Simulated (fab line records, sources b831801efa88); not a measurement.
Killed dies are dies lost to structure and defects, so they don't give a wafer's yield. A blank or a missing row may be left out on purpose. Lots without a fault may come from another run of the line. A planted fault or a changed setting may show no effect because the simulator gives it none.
Which tool did it? | flow sky130 | 12 lots, 36 wafers sampled, at 6 steps of a route of 708

WHAT THE GAUGES READ, wafer by wafer
SKY_VT_ADJUST_LVTN_OVL_MEAS_07. Usual: VT_ADJUST_LVTN_OVL 0.4 nm, standard deviation 1.3.
lot  | measured     | on         | VT_ADJUST_LVTN_OVL (nm) | flag
L438 | day 7 10:02  | overlay-01 | -0.3 -0.7 0.7           |
L439 | day 7 15:09  | overlay-01 | -0.8 -0.6 1.1           |
L440 | day 8 01:25  | overlay-02 | 0.7 0.9 -2.1            |
L443 | day 8 17:59  | overlay-02 | -1.4 -1.0 0.0           |
L444 | day 9 02:42  | overlay-02 | 1.1 2.4 2.9             |
L445 | day 9 08:43  | overlay-02 | 1.2 0.6 -0.5            |
L449 | day 10 11:00 | overlay-02 | 2.0 2.9 -0.2            |
L453 | day 12 08:44 | overlay-01 | - - -                   | OFF
L455 | day 12 15:49 | overlay-01 | - - -                   | OFF
L454 | day 12 16:23 | overlay-02 | - - -                   | OFF
L458 | day 13 03:14 | overlay-02 | -0.3 -0.6 -1.0          |
L459 | day 13 12:04 | overlay-01 | 1.6 0.6 0.2             |

SKY_VT_ADJUST_LVTN_TW_MEAS_21. Usual: VT_ADJUST_LVTN_2_TW 187.9, standard deviation 0.92.
lot  | measured     | on            | VT_ADJUST_LVTN_2_TW                 | flag
L438 | day 8 06:19  | film_metro-02 | 187.2 187.1 187.1                   |
L439 | day 8 11:47  | film_metro-02 | 187.3 186.8 188.0                   |
L440 | day 8 22:20  | film_metro-04 | 189.1 189.3 187.9                   |
L443 | day 9 15:25  | film_metro-03 | 186.8 185.9 187.3                   |
L444 | day 10 00:37 | film_metro-04 | 187.4 188.7 189.1                   |
L445 | day 10 07:16 | film_metro-04 | 188.9 190.3 188.5                   |
L449 | day 11 10:35 | film_metro-02 | 187.5 186.9 187.9                   |
L453 | day 13 10:05 | film_metro-04 | 265.3 267.5 267.0 267.0 265.7 266.6 | OFF
L455 | day 13 17:40 | film_metro-02 | 267.9 268.3 269.5 269.5 269.8 268.9 | OFF
L454 | day 13 18:20 | film_metro-04 | 268.5 267.0 268.4 267.3 267.4 266.5 | OFF
L458 | day 14 05:26 | film_metro-03 | 188.6 188.5 189.3                   |
L459 | day 14 15:10 | film_metro-03 | 188.3 188.2 188.7                   |

SKY_SD_N_TW_MEAS_12. Usual: SD_N_TW 3996, standard deviation 16.
lot  | measured     | on            | SD_N_TW        | flag
L438 | day 28 16:39 | film_metro-03 | 3985 3985 3990 |
L439 | day 28 23:45 | film_metro-03 | 3998 4013 3994 |
L440 | day 29 03:41 | film_metro-01 | 3990 3990 3979 |
L443 | day 30 06:35 | film_metro-01 | 3977 3972 4010 |
L444 | day 31 02:10 | film_metro-03 | 3989 3998 4009 |
L445 | day 31 04:50 | film_metro-03 | 3988 3992 3971 |
L449 | day 32 14:03 | film_metro-01 | 3995 4002 3976 |
L458 | day 35 23:06 | film_metro-03 | 3997 3991 4005 |
L459 | day 36 03:58 | film_metro-03 | 3990 3967 4008 |

SKY_SD_N_RS_MEAS_16: measures by four-point-probe. Usual: SD_N_RS 68.62 ohm/sq, standard deviation 0.11.
lot  | measured     | on            | SD_N_RS (ohm/sq)  | flag
L438 | day 28 16:56 | film_metro-01 | 68.56 68.50 68.62 |
L439 | day 29 00:03 | film_metro-01 | 68.53 68.72 68.71 |
L440 | day 29 03:59 | film_metro-02 | 68.72 68.60 68.69 |
L443 | day 30 06:52 | film_metro-01 | 68.49 68.41 68.64 |
L444 | day 31 02:28 | film_metro-02 | 68.75 68.73 68.85 |
L445 | day 31 05:08 | film_metro-02 | 68.59 68.72 68.84 |
L449 | day 32 14:21 | film_metro-03 | 68.64 68.61 68.68 |
L458 | day 35 23:24 | film_metro-03 | 68.66 68.48 68.65 |
L459 | day 36 04:22 | film_metro-03 | 68.61 68.72 68.56 |

WHICH TOOL RAN EACH LOT (tool, then ch and the chambers of the sampled wafers, then the start)
lot  | SKY_VT_ADJUST_LVTN_COAT_02        | SKY_LDD_HVN_STRIP_09
L438 | litho_track-03 ch 0, day 6 23:59  | plasma_asher-03 ch 0,1, day 20 22:39
L439 | litho_track-04 ch 0, day 7 05:19  | plasma_asher-02 ch 1, day 21 08:10
L440 | litho_track-04 ch 0, day 7 15:26  | plasma_asher-02 ch 0,1, day 21 21:18
L443 | litho_track-04 ch 0, day 8 07:29  | plasma_asher-01 ch 0,1, day 22 20:28
L444 | litho_track-02 ch 0, day 8 15:56  | plasma_asher-03 ch 0,1, day 23 19:47
L445 | litho_track-03 ch 0, day 8 21:19  | plasma_asher-01 ch 0,1, day 23 21:25
L449 | litho_track-02 ch 0, day 9 23:04  | plasma_asher-01 ch 0,1, day 25 06:18
L453 | litho_track-03, day 11 20:04      | -
L455 | litho_track-03, day 12 03:37      | -
L454 | litho_track-02, day 12 03:49      | -
L458 | litho_track-02 ch 0, day 12 15:04 | plasma_asher-01 ch 0,1, day 28 22:55
L459 | litho_track-02 ch 0, day 12 22:19 | plasma_asher-03 ch 0,1, day 29 03:15
- SKY_VT_ADJUST_LVTN_COAT_02: resist thk 3000 nm.
- SKY_LDD_HVN_STRIP_09: strips in O2/N2.

WHAT THE TOOLS THEMSELVES READ (means of the sampled wafers that have a number; where no wafer has one, the mark that the record gives instead)
SKY_VT_ADJUST_LVTN_COAT_02. Usual: chill_plate_temp_C 23.00 C, standard deviation 0.11; dispense_pressure_kPa 49 kPa, standard deviation 5.4; spin_speed_rpm 2000.1 rpm, standard deviation 1.2.
lot  | tool           | chill_plate_temp_C (C) | dispense_pressure_kPa (kPa) | spin_speed_rpm (rpm) | flag
L438 | litho_track-03 | 22.85                  | 50                          | 1999.6               |
L439 | litho_track-04 | 22.95                  | 55                          | 2000.9               |
L440 | litho_track-04 | 22.96                  | 55                          | 2000.9               |
L443 | litho_track-04 | 23.18                  | 55                          | 2000.4               |
L444 | litho_track-02 | 22.94                  | 42                          | 2000.7               |
L445 | litho_track-03 | 22.98                  | 50                          | 1998.7               |
L449 | litho_track-02 | 22.98                  | 42                          | 2000.5               |
L453 | litho_track-03 | -                      | -                           | -                    | OFF
L455 | litho_track-03 | -                      | -                           | -                    | OFF
L454 | litho_track-02 | -                      | -                           | -                    | OFF
L458 | litho_track-02 | 23.12                  | 42                          | 2000.0               |
L459 | litho_track-02 | 22.97                  | 42                          | 2000.0               |

SKY_LDD_HVN_STRIP_09. Usual: drypump_motor_current_A 5.8 A, standard deviation 0.45; oes_product_au 0.408 a.u., standard deviation 0.0043; strip_time_to_endpoint_s 4.232 s, standard deviation 0.015.
lot  | tool            | drypump_motor_current_A (A) | oes_product_au (a.u.) | strip_time_to_endpoint_s (s) | flag
L438 | plasma_asher-03 | 5.4                         | 0.406                 | 4.239                        |
L439 | plasma_asher-02 | 5.6                         | 0.408                 | 4.220                        |
L440 | plasma_asher-02 | 5.4                         | 0.411                 | 4.213                        |
L443 | plasma_asher-01 | 6.3                         | 0.411                 | 4.228                        |
L444 | plasma_asher-03 | 5.4                         | 0.408                 | 4.237                        |
L445 | plasma_asher-01 | 6.0                         | 0.404                 | 4.245                        |
L449 | plasma_asher-01 | 6.3                         | 0.410                 | 4.237                        |
L458 | plasma_asher-01 | 6.3                         | 0.405                 | 4.232                        |
L459 | plasma_asher-03 | 5.6                         | 0.408                 | 4.229                        |

THE ANSWER, worked out from the rows above alone
Rule: a lot is off if the mean of its wafers that have a number lies more than 3 standard deviations from the usual mean. A lot without any number at a reading at which 4 lots or more have one is off too. The other lots that the step has rows for count as sound. The gauges are gone through in route order, then the tools' own readings, and for those a lot's mean is taken as printed above. The first step at which some lot is off is used, and at that step the reading that is off furthest; a lot without a number counts as furthest.
Off: L453, L455, L454, at SKY_VT_ADJUST_LVTN_OVL_MEAS_07 (VT_ADJUST_LVTN_OVL). Without a number there: L453, L455, L454.
A tool fits if, at a process step before that reading, it ran every lot that is off, and no sound lot after the first of them. The gauges at SKY_VT_ADJUST_LVTN_OVL_MEAS_07 aren't tried: what is off there is off at SKY_VT_ADJUST_LVTN_TW_MEAS_21 too, on other tools, and a gauge's error can't cause that. None of those tried fits.

WHAT THE SIMULATOR HAD PUT IN
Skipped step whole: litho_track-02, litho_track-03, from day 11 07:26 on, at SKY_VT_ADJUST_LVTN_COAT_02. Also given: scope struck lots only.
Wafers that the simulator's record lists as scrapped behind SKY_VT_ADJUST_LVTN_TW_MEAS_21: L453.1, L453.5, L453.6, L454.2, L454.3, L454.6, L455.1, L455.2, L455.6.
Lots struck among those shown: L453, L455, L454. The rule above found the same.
